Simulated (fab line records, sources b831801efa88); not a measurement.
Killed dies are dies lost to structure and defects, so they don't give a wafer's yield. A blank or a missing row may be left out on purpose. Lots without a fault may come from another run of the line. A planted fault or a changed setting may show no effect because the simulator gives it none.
Which tool did it? | flow gf180mcu | 24 lots, 72 wafers sampled, at 6 steps of a route of 602

WHAT THE GAUGES READ, wafer by wafer
GF_V4_BOW_MEAS_05. Usual: V4_BOW 134 um, standard deviation 8.3.
lot  | measured     | on            | V4_BOW (um) | flag
L074 | day 23 13:02 | film_metro-04 | 131 139 135 |
L075 | day 23 19:08 | film_metro-03 | 128 137 129 |
L076 | day 24 05:41 | film_metro-03 | 124 138 136 |
L077 | day 24 18:28 | film_metro-03 | 135 137 149 |
L078 | day 25 00:37 | film_metro-04 | 144 144 142 |
L079 | day 25 09:51 | film_metro-03 | 117 131 132 |
L080 | day 25 20:01 | film_metro-04 | 134 127 131 |
L081 | day 26 03:56 | film_metro-04 | 140 137 137 |
L082 | day 26 12:10 | film_metro-03 | 147 134 135 |
L083 | day 27 00:07 | film_metro-03 | 137 127 143 |
L084 | day 27 05:32 | film_metro-04 | 123 118 134 |
L085 | day 27 07:16 | film_metro-03 | 142 142 139 |
L086 | day 27 16:40 | film_metro-04 | 156 134 143 |
L087 | day 28 00:53 | film_metro-03 | 132 118 132 |
L088 | day 28 10:14 | film_metro-03 | 143 143 132 |
L089 | day 28 15:31 | film_metro-01 | 125 130 132 |
L090 | day 28 19:44 | film_metro-03 | 143 124 129 |
L091 | day 28 23:47 | film_metro-04 | 137 143 121 |
L092 | day 29 05:10 | film_metro-03 | 128 127 138 |
L093 | day 29 15:52 | film_metro-04 | 132 126 127 |
L094 | day 29 22:28 | film_metro-04 | 136 121 131 |
L095 | day 30 02:08 | film_metro-04 | 148 141 124 |
L096 | day 30 07:05 | film_metro-03 | 138 128 140 |
L097 | day 30 15:08 | film_metro-03 | 133 117 132 |

WHICH TOOL RAN EACH LOT (tool, then ch and the chambers of the sampled wafers, then the start)
lot  | GF_V2_CVD_23                  | GF_M3_SPUTTER_00             | GF_V3_SPUTTER_22             | GF_M4_SPUTTER_02             | GF_M4_SPUTTER_04
L074 | cvd_w-02 ch 1, day 20 08:59   | pvd_sputter-03, day 20 09:35 | pvd_sputter-03, day 22 11:48 | pvd_sputter-01, day 22 12:34 | pvd_sputter-01, day 22 12:37
L075 | cvd_w-02 ch 0,1, day 20 16:07 | pvd_sputter-04, day 20 16:43 | pvd_sputter-01, day 22 18:15 | pvd_sputter-04, day 22 19:01 | pvd_sputter-04, day 22 19:04
L076 | cvd_w-01 ch 0,1, day 21 03:32 | pvd_sputter-02, day 21 04:08 | pvd_sputter-03, day 23 05:09 | pvd_sputter-02, day 23 05:55 | pvd_sputter-02, day 23 05:58
L077 | cvd_w-01 ch 0,1, day 21 16:15 | pvd_sputter-02, day 21 16:50 | pvd_sputter-01, day 23 17:38 | pvd_sputter-01, day 23 18:23 | pvd_sputter-01, day 23 18:26
L078 | cvd_w-02 ch 0, day 21 23:28   | pvd_sputter-02, day 22 00:04 | pvd_sputter-02, day 24 00:48 | pvd_sputter-01, day 24 01:34 | pvd_sputter-01, day 24 01:37
L079 | cvd_w-01 ch 0,1, day 22 09:31 | pvd_sputter-04, day 22 10:07 | pvd_sputter-03, day 24 09:36 | pvd_sputter-02, day 24 10:22 | pvd_sputter-02, day 24 10:25
L080 | cvd_w-02 ch 0,1, day 22 19:56 | pvd_sputter-04, day 22 20:32 | pvd_sputter-01, day 24 20:34 | pvd_sputter-02, day 24 21:19 | pvd_sputter-02, day 24 21:22
L081 | cvd_w-01 ch 0,1, day 23 05:16 | pvd_sputter-03, day 23 06:05 | pvd_sputter-01, day 25 04:50 | pvd_sputter-01, day 25 05:35 | pvd_sputter-01, day 25 05:38
L082 | cvd_w-01 ch 1, day 23 14:01   | pvd_sputter-03, day 23 14:37 | pvd_sputter-01, day 25 12:41 | pvd_sputter-04, day 25 13:27 | pvd_sputter-04, day 25 13:30
L083 | cvd_w-01 ch 0,1, day 24 02:47 | pvd_sputter-03, day 24 03:23 | pvd_sputter-03, day 26 01:20 | pvd_sputter-01, day 26 02:05 | pvd_sputter-01, day 26 02:08
L084 | cvd_w-01 ch 0,1, day 24 09:48 | pvd_sputter-03, day 24 10:23 | pvd_sputter-02, day 26 07:00 | pvd_sputter-02, day 26 07:46 | pvd_sputter-02, day 26 07:49
L085 | cvd_w-02 ch 0,1, day 24 11:10 | pvd_sputter-04, day 24 11:45 | pvd_sputter-01, day 26 08:22 | pvd_sputter-04, day 26 09:10 | pvd_sputter-04, day 26 09:13
L086 | cvd_w-01 ch 0,1, day 24 20:39 | pvd_sputter-03, day 24 21:29 | pvd_sputter-01, day 26 17:55 | pvd_sputter-01, day 26 18:40 | pvd_sputter-01, day 26 18:43
L087 | cvd_w-02 ch 0,1, day 25 05:50 | pvd_sputter-03, day 25 06:28 | pvd_sputter-01, day 27 02:50 | pvd_sputter-02, day 27 03:35 | pvd_sputter-02, day 27 03:38
L088 | cvd_w-01 ch 0,1, day 25 14:53 | pvd_sputter-04, day 25 15:29 | pvd_sputter-02, day 27 12:27 | pvd_sputter-01, day 27 13:13 | pvd_sputter-01, day 27 13:16
L089 | cvd_w-01 ch 0,1, day 25 21:43 | pvd_sputter-04, day 25 22:19 | pvd_sputter-02, day 27 17:50 | pvd_sputter-01, day 27 18:37 | pvd_sputter-01, day 27 18:40
L090 | cvd_w-02 ch 0,1, day 26 02:06 | pvd_sputter-02, day 26 02:41 | pvd_sputter-02, day 27 22:15 | pvd_sputter-04, day 27 23:01 | pvd_sputter-04, day 27 23:04
L091 | cvd_w-02 ch 0,1, day 26 06:23 | pvd_sputter-04, day 26 06:59 | pvd_sputter-01, day 28 02:11 | pvd_sputter-04, day 28 02:56 | pvd_sputter-04, day 28 02:59
L092 | cvd_w-02 ch 0,1, day 26 12:35 | pvd_sputter-02, day 26 13:11 | pvd_sputter-03, day 28 08:10 | pvd_sputter-04, day 28 08:55 | pvd_sputter-04, day 28 08:58
L093 | cvd_w-02 ch 1, day 26 22:52   | pvd_sputter-03, day 26 23:35 | pvd_sputter-01, day 28 18:05 | pvd_sputter-02, day 28 18:50 | pvd_sputter-02, day 28 18:53
L094 | cvd_w-01 ch 0,1, day 27 07:07 | pvd_sputter-02, day 27 07:43 | pvd_sputter-03, day 29 01:07 | pvd_sputter-02, day 29 01:53 | pvd_sputter-02, day 29 01:56
L095 | cvd_w-02 ch 0,1, day 27 11:55 | pvd_sputter-04, day 27 12:30 | pvd_sputter-01, day 29 05:41 | pvd_sputter-02, day 29 06:33 | pvd_sputter-02, day 29 06:36
L096 | cvd_w-02 ch 0,1, day 27 16:04 | pvd_sputter-04, day 27 16:39 | pvd_sputter-02, day 29 09:54 | pvd_sputter-04, day 29 10:40 | pvd_sputter-04, day 29 10:43
L097 | cvd_w-01 ch 0,1, day 27 23:59 | pvd_sputter-04, day 28 00:35 | pvd_sputter-02, day 29 17:56 | pvd_sputter-01, day 29 18:43 | pvd_sputter-01, day 29 18:46
- GF_V2_CVD_23: deposits W, target thk 350 nm, time 104.94 s.
- GF_M3_SPUTTER_00: material Ti, target thk 37.5 nm, time 150 s.
- GF_V3_SPUTTER_22: material TiN, target thk 10 nm, time 40 s.
- GF_M4_SPUTTER_02: material AlCu, target thk 450 nm, time 23.9 s.
- GF_M4_SPUTTER_04: material TiN, target thk 50 nm, time 41.7 s.

WHAT THE TOOLS THEMSELVES READ (means of the sampled wafers that have a number; where no wafer has one, the mark that the record gives instead)
GF_V2_CVD_23. Usual: heater_power_w 975 W, standard deviation 73.
lot  | tool     | heater_power_w (W) | flag
L074 | cvd_w-02 | 912                |
L075 | cvd_w-02 | 915                |
L076 | cvd_w-01 | 1008               |
L077 | cvd_w-01 | 1066               |
L078 | cvd_w-02 | 911                |
L079 | cvd_w-01 | 991                |
L080 | cvd_w-02 | 924                |
L081 | cvd_w-01 | 1047               |
L082 | cvd_w-01 | 952                |
L083 | cvd_w-01 | 994                |
L084 | cvd_w-01 | 1048               |
L085 | cvd_w-02 | 926                |
L086 | cvd_w-01 | 997                |
L087 | cvd_w-02 | 927                |
L088 | cvd_w-01 | 1001               |
L089 | cvd_w-01 | 997                |
L090 | cvd_w-02 | 926                |
L091 | cvd_w-02 | 935                |
L092 | cvd_w-02 | 939                |
L093 | cvd_w-02 | 908                |
L094 | cvd_w-01 | 1059               |
L095 | cvd_w-02 | 943                |
L096 | cvd_w-02 | 925                |
L097 | cvd_w-01 | 1001               |

GF_M3_SPUTTER_00. Usual: throttle_valve_pct 29.7 %, standard deviation 1.1.
lot  | tool           | throttle_valve_pct (%) | flag
L074 | pvd_sputter-03 | 30.1                   |
L075 | pvd_sputter-04 | 28.8                   |
L076 | pvd_sputter-02 | 30.7                   |
L077 | pvd_sputter-02 | 30.7                   |
L078 | pvd_sputter-02 | 31.2                   |
L079 | pvd_sputter-04 | 29.8                   |
L080 | pvd_sputter-04 | 30.5                   |
L081 | pvd_sputter-03 | 29.2                   |
L082 | pvd_sputter-03 | 29.3                   |
L083 | pvd_sputter-03 | 29.9                   |
L084 | pvd_sputter-03 | 29.6                   |
L085 | pvd_sputter-04 | 29.9                   |
L086 | pvd_sputter-03 | 29.3                   |
L087 | pvd_sputter-03 | 29.2                   |
L088 | pvd_sputter-04 | 28.9                   |
L089 | pvd_sputter-04 | 28.0                   |
L090 | pvd_sputter-02 | 30.9                   |
L091 | pvd_sputter-04 | 29.0                   |
L092 | pvd_sputter-02 | 31.2                   |
L093 | pvd_sputter-03 | 29.3                   |
L094 | pvd_sputter-02 | 31.4                   |
L095 | pvd_sputter-04 | 28.9                   |
L096 | pvd_sputter-04 | 29.0                   |
L097 | pvd_sputter-04 | 29.9                   |

GF_V3_SPUTTER_22. Usual: throttle_valve_pct 30.3 %, standard deviation 0.92.
lot  | tool           | throttle_valve_pct (%) | flag
L074 | pvd_sputter-03 | 29.1                   |
L075 | pvd_sputter-01 | 29.9                   |
L076 | pvd_sputter-03 | 29.7                   |
L077 | pvd_sputter-01 | 30.5                   |
L078 | pvd_sputter-02 | 30.8                   |
L079 | pvd_sputter-03 | 29.7                   |
L080 | pvd_sputter-01 | 30.7                   |
L081 | pvd_sputter-01 | 29.9                   |
L082 | pvd_sputter-01 | 29.9                   |
L083 | pvd_sputter-03 | 29.9                   |
L084 | pvd_sputter-02 | 30.7                   |
L085 | pvd_sputter-01 | 31.1                   |
L086 | pvd_sputter-01 | 30.8                   |
L087 | pvd_sputter-01 | 30.1                   |
L088 | pvd_sputter-02 | 31.6                   |
L089 | pvd_sputter-02 | 31.6                   |
L090 | pvd_sputter-02 | 31.5                   |
L091 | pvd_sputter-01 | 29.7                   |
L092 | pvd_sputter-03 | 29.2                   |
L093 | pvd_sputter-01 | 30.9                   |
L094 | pvd_sputter-03 | 29.7                   |
L095 | pvd_sputter-01 | 31.3                   |
L096 | pvd_sputter-02 | 30.7                   |
L097 | pvd_sputter-02 | 30.5                   |

GF_M4_SPUTTER_02. Usual: throttle_valve_pct 30.3 %, standard deviation 1.
lot  | tool           | throttle_valve_pct (%) | flag
L074 | pvd_sputter-01 | 30.6                   |
L075 | pvd_sputter-04 | 30.6                   |
L076 | pvd_sputter-02 | 30.8                   |
L077 | pvd_sputter-01 | 30.7                   |
L078 | pvd_sputter-01 | 30.3                   |
L079 | pvd_sputter-02 | 30.2                   |
L080 | pvd_sputter-02 | 30.7                   |
L081 | pvd_sputter-01 | 30.5                   |
L082 | pvd_sputter-04 | 29.7                   |
L083 | pvd_sputter-01 | 30.9                   |
L084 | pvd_sputter-02 | 31.1                   |
L085 | pvd_sputter-04 | 29.3                   |
L086 | pvd_sputter-01 | 30.2                   |
L087 | pvd_sputter-02 | 31.6                   |
L088 | pvd_sputter-01 | 30.4                   |
L089 | pvd_sputter-01 | 31.4                   |
L090 | pvd_sputter-04 | 29.5                   |
L091 | pvd_sputter-04 | 28.8                   |
L092 | pvd_sputter-04 | 29.2                   |
L093 | pvd_sputter-02 | 30.6                   |
L094 | pvd_sputter-02 | 30.9                   |
L095 | pvd_sputter-02 | 30.7                   |
L096 | pvd_sputter-04 | 30.2                   |
L097 | pvd_sputter-01 | 30.8                   |

GF_M4_SPUTTER_04. Usual: throttle_valve_pct 30.3 %, standard deviation 1.
lot  | tool           | throttle_valve_pct (%) | flag
L074 | pvd_sputter-01 | 30.4                   |
L075 | pvd_sputter-04 | 30.5                   |
L076 | pvd_sputter-02 | 31.0                   |
L077 | pvd_sputter-01 | 30.8                   |
L078 | pvd_sputter-01 | 30.2                   |
L079 | pvd_sputter-02 | 30.2                   |
L080 | pvd_sputter-02 | 30.9                   |
L081 | pvd_sputter-01 | 30.5                   |
L082 | pvd_sputter-04 | 29.8                   |
L083 | pvd_sputter-01 | 30.7                   |
L084 | pvd_sputter-02 | 31.1                   |
L085 | pvd_sputter-04 | 29.4                   |
L086 | pvd_sputter-01 | 30.1                   |
L087 | pvd_sputter-02 | 31.6                   |
L088 | pvd_sputter-01 | 30.6                   |
L089 | pvd_sputter-01 | 31.3                   |
L090 | pvd_sputter-04 | 29.6                   |
L091 | pvd_sputter-04 | 28.9                   |
L092 | pvd_sputter-04 | 29.0                   |
L093 | pvd_sputter-02 | 30.6                   |
L094 | pvd_sputter-02 | 31.1                   |
L095 | pvd_sputter-02 | 30.8                   |
L096 | pvd_sputter-04 | 30.3                   |
L097 | pvd_sputter-01 | 30.5                   |

THE ANSWER, worked out from the rows above alone
Rule: a lot is off if the mean of its wafers that have a number lies more than 3 standard deviations from the usual mean. A lot without any number at a reading at which 4 lots or more have one is off too. The other lots that the step has rows for count as sound. The gauges are gone through in route order, then the tools' own readings, and for those a lot's mean is taken as printed above. The first step at which some lot is off is used, and at that step the reading that is off furthest; a lot without a number counts as furthest.
No lot is off at any reading shown: from this, nothing can be told.

WHAT THE SIMULATOR HAD PUT IN
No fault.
